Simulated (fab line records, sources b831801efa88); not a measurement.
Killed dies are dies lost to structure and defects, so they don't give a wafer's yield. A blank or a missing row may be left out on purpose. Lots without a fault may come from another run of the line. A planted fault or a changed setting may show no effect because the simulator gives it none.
A struck lot beside a sound one | flow sky130 | 16 steps out of a route of 708
Sound: wafers L938.2, L938.3, L938.6. Struck: wafers L951.1, L951.2, L951.3. The cause comes at the end.
At each step with rows: each side's tool, then ch and its chambers, then its first start. Under that, the readings that differ: sound wafers | struck wafers | difference of the means | sigmas: that difference in standard deviations of wafers without a fault.
alike: readings whose means differ by less than 2 such deviations, and words and numbers that are the same on both sides. not compared: withheld readings, readings that some wafer has no value for, bounds like >300 that may hide the same value, and numbers for which the record gives no deviation and whose values overlap.
The two part at a step that has a row with sigmas, a row that says differs or no value, or rows on one side only. Numbers that don't overlap but have no deviation are shown without sigmas and don't part them. A reading that every wafer of one side lacks parts them only if that side has two wafers or more.

first, 1 step without rows for these wafers: SKY_VT_ADJUST_LVTN_IMPLANT_19.
SKY_VT_ADJUST_LVTN_STRIP_20: strips in O2/N2.
  sound on plasma_asher-03 ch 0,1, day 8 03:28; struck on plasma_asher-03 ch 0,1, day 11 17:11
  alike: drypump_motor_current_A, oes_product_au, strip_time_to_endpoint_s
  not compared: rf_hours_counter_h
SKY_VT_ADJUST_LVTN_TW_MEAS_21:
  sound on film_metro-04, day 8 03:34; struck on film_metro-02, day 11 17:17
  alike: VT_ADJUST_LVTN_2_TW
then, 7 steps without rows for these wafers: SKY_VT_ADJUST_NCORE_DEHYDRATE_00 (time 60 s); SKY_VT_ADJUST_NCORE_HMDS_01 (prime time 60 s); SKY_VT_ADJUST_NCORE_COAT_02 (resist thk 1140 nm); SKY_VT_ADJUST_NCORE_SOFTBAKE_03 (time 60 s); SKY_VT_ADJUST_NCORE_EXPOSE_04 (exposes mask LVTN COMPLEMENT THIN, target cd 380 nm); SKY_VT_ADJUST_NCORE_PEB_05; SKY_VT_ADJUST_NCORE_DEVELOP_06 (develop time 60 s).
SKY_VT_ADJUST_NCORE_CD_MEAS_07: target cd 380 nm.
  sound on cd_sem-01, day 9 00:52; struck on cd_sem-01, day 12 17:27
  alike: cd_nm
SKY_VT_ADJUST_NCORE_OVL_MEAS_08:
  sound on overlay-01, day 9 00:59; struck on overlay-02, day 12 17:34
  alike: VT_ADJUST_NCORE_OVL
SKY_VT_ADJUST_NCORE_IMPLANT_09:
  sound on implanter-04 ch 0, day 9 01:02; struck on implanter-01 ch 0, day 12 17:37
  reading                          | sound                      | struck                        | difference | sigmas
  beam_on_s (s)                    | 10.08 10.10 10.02          | 11.06 11.09 11.90             | +1.28      | +6
  end_station_pressure_torr (Torr) | 4.83e-06 5.09e-06 4.66e-06 | 7.761e-05 8.694e-05 7.767e-05 | +7.588e-05 | +99 or more
  faraday_current_uA               | 13.46 13.37 13.56          | 12.11 12.01 11.20             | -1.69      | -6
  alike: dose_ions_cm2
SKY_VT_ADJUST_NCORE_STRIP_10: strips in O2/N2.
  sound on plasma_asher-02 ch 1, day 9 01:10; struck on plasma_asher-04 ch 0,1, day 12 17:46
  reading                     | sound       | struck      | difference | sigmas
  drypump_motor_current_A (A) | 5.4 5.4 5.4 | 5.8 6.4 6.4 | +0.8       | +2
  alike: oes_product_au, strip_time_to_endpoint_s
  not compared: rf_hours_counter_h
SKY_VT_ADJUST_NCORE_TW_MEAS_11:
  sound on film_metro-03, day 9 01:16; struck on film_metro-01, day 12 18:05
  reading            | sound             | struck            | difference | sigmas
  VT_ADJUST_NCORE_TW | 218.5 219.0 218.0 | 228.4 227.1 229.1 | +9.7       | +7
  not compared: hold
-- the record jumps here: 37 days lie between the struck wafers' starts before and after (it left off in module VT_ADJUST_NCORE and takes up again in module PAD_OPEN, whose first step shown is number 708 of the route) --
SKY_PAD_OPEN_PROBE_99:
  sound on prober-02, day 46 12:19; struck on prober-01, day 49 07:46
  reading                                    | sound                         | struck                       | difference | sigmas
  model.etest.nfet_16v.r_on_ohm_um           | 1.381e+04 1.393e+04 1.386e+04 | 1.455e+04 1.445e+04 1.46e+04 | +6.667e+02 |
  model.etest.pfet_g5v0d10v5.r_on_ohm_um     | 4709 4780 4706                | 4460 4525 4529               | -227       |
  model.etest.res_pwell_under_gate.rs_ohm_sq | 2317 2299 2300                | 2254 2253 2271               | -46        |
  model.etest.nfet_g5v0d10v5.r_on_ohm_um     | 1852 1838 1834                | 1902 1906 1894               | +59        |
  model.etest.nfet_g5v0d10v5.drive_ua_um     | 633.1 631 626                 | 596.1 594.1 586              | -38.0      |
  model.etest.pfet_g5v0d10v5.drive_ua_um     | 344.6 341.6 346.4             | 365.3 362.6 358.2            | +17.8      |
  model.etest.pfet_16v.drive_ua_um           | 243.2 243.6 243.8             | 260.2 259.7 255.7            | +15.0      |
  model.etest.nfet_16v.drive_ua_um           | 230.9 231.6 228.6             | 218.7 218.5 212.4            | -13.8      |
  alike: killed_at_M0_to_M3, killed_at_M4_up, killed_at_contacts, killed_at_front_end, killed_at_other, killed_dies, killed_open, killed_short

WHERE THEY PART
First at SKY_VT_ADJUST_NCORE_IMPLANT_09; last, within this record, at SKY_VT_ADJUST_NCORE_TW_MEAS_11. Later steps at which nothing parts them and some readings are alike: SKY_PAD_OPEN_PROBE_99.

WHY: what the simulator had put in
Process parameter drift: implanter-01, from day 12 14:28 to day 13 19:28, at SKY_VT_ADJUST_NCORE_IMPLANT_09. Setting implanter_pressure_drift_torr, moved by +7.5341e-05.
Process parameter drift: implanter-01, from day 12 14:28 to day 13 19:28, at SKY_VT_ADJUST_NCORE_IMPLANT_09. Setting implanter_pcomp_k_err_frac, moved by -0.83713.
